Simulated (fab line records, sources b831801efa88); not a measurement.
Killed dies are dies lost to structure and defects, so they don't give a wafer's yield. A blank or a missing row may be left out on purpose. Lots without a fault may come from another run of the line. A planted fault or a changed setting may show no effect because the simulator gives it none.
Which tool did it? | flow gf180mcu | 14 lots, 42 wafers sampled, at 4 steps of a route of 602

WHAT THE GAUGES READ, wafer by wafer
GF_PSD_RS_MEAS_15: measures by four-point-probe. Usual: PSD_RS 108.52 ohm/sq, standard deviation 0.25.
lot  | measured     | on            | PSD_RS (ohm/sq)      | flag
L936 | day 14 15:02 | film_metro-03 | 108.40 108.34 108.23 |
L939 | day 15 05:11 | film_metro-02 | 108.18 108.21 108.51 |
L941 | day 16 01:32 | film_metro-02 | 109.11 108.49 108.97 |
L942 | day 16 15:17 | film_metro-04 | 108.70 108.83 108.67 |
L948 | day 18 13:56 | film_metro-03 | 108.53 108.52 108.25 |
L949 | day 19 02:36 | film_metro-04 | 108.16 108.35 108.43 |
L950 | day 19 13:02 | film_metro-03 | 108.59 108.40 108.74 |
L951 | day 19 14:41 | film_metro-04 | 108.73 108.63 108.82 |
L952 | day 20 02:10 | film_metro-02 | 108.98 108.73 108.72 |
L953 | day 20 10:49 | film_metro-04 | 108.71 108.66 108.90 |
L954 | day 20 14:25 | film_metro-02 | 108.75 108.42 108.31 |
L955 | day 21 01:32 | film_metro-02 | 108.62 108.49 108.60 |
L958 | day 21 21:53 | film_metro-03 | 108.19 108.45 108.29 |
L959 | day 22 03:41 | film_metro-02 | 109.07 108.35 108.46 |

GF_CONTACT_RS_MEAS_25: measures by four-point-probe. Usual: CONTACT_W_RS 0.383 ohm/sq, standard deviation 0.0053.
lot  | measured     | on            | CONTACT_W_RS (ohm/sq) | flag
L936 | day 16 11:44 | film_metro-02 | 0.385 0.385 0.379     |
L939 | day 17 02:00 | film_metro-02 | 0.379 0.383 0.378     |
L941 | day 18 01:15 | film_metro-04 | 0.375 0.376 0.376     |
L942 | day 18 17:29 | film_metro-04 | 0.382 0.387 0.382     |
L948 | day 20 17:08 | film_metro-01 | 0.379 0.382 0.382     |
L949 | day 21 05:35 | film_metro-04 | 0.386 0.386 0.389     |
L950 | day 21 15:03 | film_metro-04 | 0.383 0.390 0.380     |
L951 | day 21 16:50 | film_metro-01 | 0.383 0.387 0.382     |
L952 | day 22 05:11 | film_metro-04 | 0.386 0.385 0.382     |
L953 | day 22 12:03 | film_metro-02 | 0.382 0.384 0.385     |
L954 | day 22 16:36 | film_metro-02 | 0.385 0.384 0.381     |
L955 | day 23 02:02 | film_metro-04 | 0.391 0.384 0.388     |
L958 | day 23 21:32 | film_metro-04 | 0.382 0.381 0.378     |
L959 | day 24 03:52 | film_metro-04 | 0.389 0.384 0.380     |

WHICH TOOL RAN EACH LOT (tool, then ch and the chambers of the sampled wafers, then the start)
lot  | GF_STI_ETCH_14                  | GF_CONTACT_SPUTTER_22
L936 | rie_si-02 ch 1,2,3, day 2 01:37 | pvd_sputter-04, day 16 11:30
L939 | rie_si-02 ch 0,1, day 2 19:37   | pvd_sputter-02, day 17 01:48
L941 | rie_si-02 ch 2,3, day 3 02:31   | pvd_sputter-04, day 18 01:02
L942 | rie_si-01 ch 1,2, day 3 13:49   | pvd_sputter-02, day 18 17:14
L948 | rie_si-01 ch 0,2,3, day 4 14:32 | pvd_sputter-04, day 20 16:56
L949 | rie_si-01 ch 1,2,3, day 4 20:31 | pvd_sputter-02, day 21 05:16
L950 | rie_si-01 ch 1,2,3, day 5 02:28 | pvd_sputter-01, day 21 14:51
L951 | rie_si-01 ch 0,2,3, day 5 06:19 | pvd_sputter-02, day 21 16:38
L952 | rie_si-01 ch 0,1,2, day 5 11:41 | pvd_sputter-01, day 22 04:58
L953 | rie_si-01 ch 1,2, day 5 19:47   | pvd_sputter-04, day 22 11:49
L954 | rie_si-02 ch 0,1,3, day 5 23:10 | pvd_sputter-02, day 22 16:23
L955 | rie_si-02 ch 0,2,3, day 6 05:43 | pvd_sputter-02, day 23 01:50
L958 | rie_si-01 ch 0,1,3, day 6 19:26 | pvd_sputter-04, day 23 21:20
L959 | rie_si-01 ch 1,2,3, day 7 00:34 | pvd_sputter-02, day 24 03:40
- GF_STI_ETCH_14: etches Si in HBr/Cl2/O2, target depth 360 nm, time 102.9 s.
- GF_CONTACT_SPUTTER_22: material Ti, target thk 15 nm, time 80.02 s.

WHAT THE TOOLS THEMSELVES READ (means of the sampled wafers that have a number; where no wafer has one, the mark that the record gives instead)
GF_STI_ETCH_14. Usual: drypump_motor_current_A 5.7 A, standard deviation 0.38; oes_product_au 1.002 a.u., standard deviation 0.016; run_length_s 131.2 s, standard deviation 0.44; throttle_valve_pct 25.656 %, standard deviation 0.014.
lot  | tool      | drypump_motor_current_A (A) | oes_product_au (a.u.) | run_length_s (s) | throttle_valve_pct (%) | flag
L936 | rie_si-02 | 5.5                         | 1.016                 | 131.3            | 25.655                 |
L939 | rie_si-02 | 5.6                         | 0.979                 | 143.7            | 25.666                 | OFF
L941 | rie_si-02 | 5.4                         | 1.022                 | 144.5            | 25.655                 | OFF
L942 | rie_si-01 | 5.8                         | 1.006                 | 131.1            | 25.644                 |
L948 | rie_si-01 | 5.6                         | 0.997                 | 131.4            | 25.654                 |
L949 | rie_si-01 | 5.6                         | 0.990                 | 131.5            | 25.667                 |
L950 | rie_si-01 | 5.6                         | 0.999                 | 131.3            | 25.668                 |
L951 | rie_si-01 | 5.6                         | 0.996                 | 131.3            | 25.664                 |
L952 | rie_si-01 | 5.8                         | 1.015                 | 131.0            | 25.645                 |
L953 | rie_si-01 | 5.8                         | 1.014                 | 131.2            | 25.639                 |
L954 | rie_si-02 | 5.9                         | 0.995                 | 130.9            | 25.662                 |
L955 | rie_si-02 | 5.8                         | 0.996                 | 131.1            | 25.646                 |
L958 | rie_si-01 | 5.5                         | 1.019                 | 131.8            | 25.640                 |
L959 | rie_si-01 | 5.6                         | 1.005                 | 131.3            | 25.659                 |

GF_CONTACT_SPUTTER_22. Usual: throttle_valve_pct 29.9 %, standard deviation 1.2.
lot  | tool           | throttle_valve_pct (%) | flag
L936 | pvd_sputter-04 | 29.7                   |
L939 | pvd_sputter-02 | 30.2                   |
L941 | pvd_sputter-04 | 28.7                   |
L942 | pvd_sputter-02 | 30.5                   |
L948 | pvd_sputter-04 | 29.0                   |
L949 | pvd_sputter-02 | 29.9                   |
L950 | pvd_sputter-01 | 30.3                   |
L951 | pvd_sputter-02 | 29.7                   |
L952 | pvd_sputter-01 | 30.0                   |
L953 | pvd_sputter-04 | 29.4                   |
L954 | pvd_sputter-02 | 30.5                   |
L955 | pvd_sputter-02 | 29.4                   |
L958 | pvd_sputter-04 | 28.9                   |
L959 | pvd_sputter-02 | 30.4                   |

THE ANSWER, worked out from the rows above alone
Rule: a lot is off if the mean of its wafers that have a number lies more than 3 standard deviations from the usual mean. A lot without any number at a reading at which 4 lots or more have one is off too. The other lots that the step has rows for count as sound. The gauges are gone through in route order, then the tools' own readings, and for those a lot's mean is taken as printed above. The first step at which some lot is off is used, and at that step the reading that is off furthest; a lot without a number counts as furthest.
Off: L939, L941, at GF_STI_ETCH_14 (run_length_s).
A tool fits if, at that step or a process step before it, it ran every lot that is off, and no sound lot after the first of them. None of those tried fits.

WHAT THE SIMULATOR HAD PUT IN
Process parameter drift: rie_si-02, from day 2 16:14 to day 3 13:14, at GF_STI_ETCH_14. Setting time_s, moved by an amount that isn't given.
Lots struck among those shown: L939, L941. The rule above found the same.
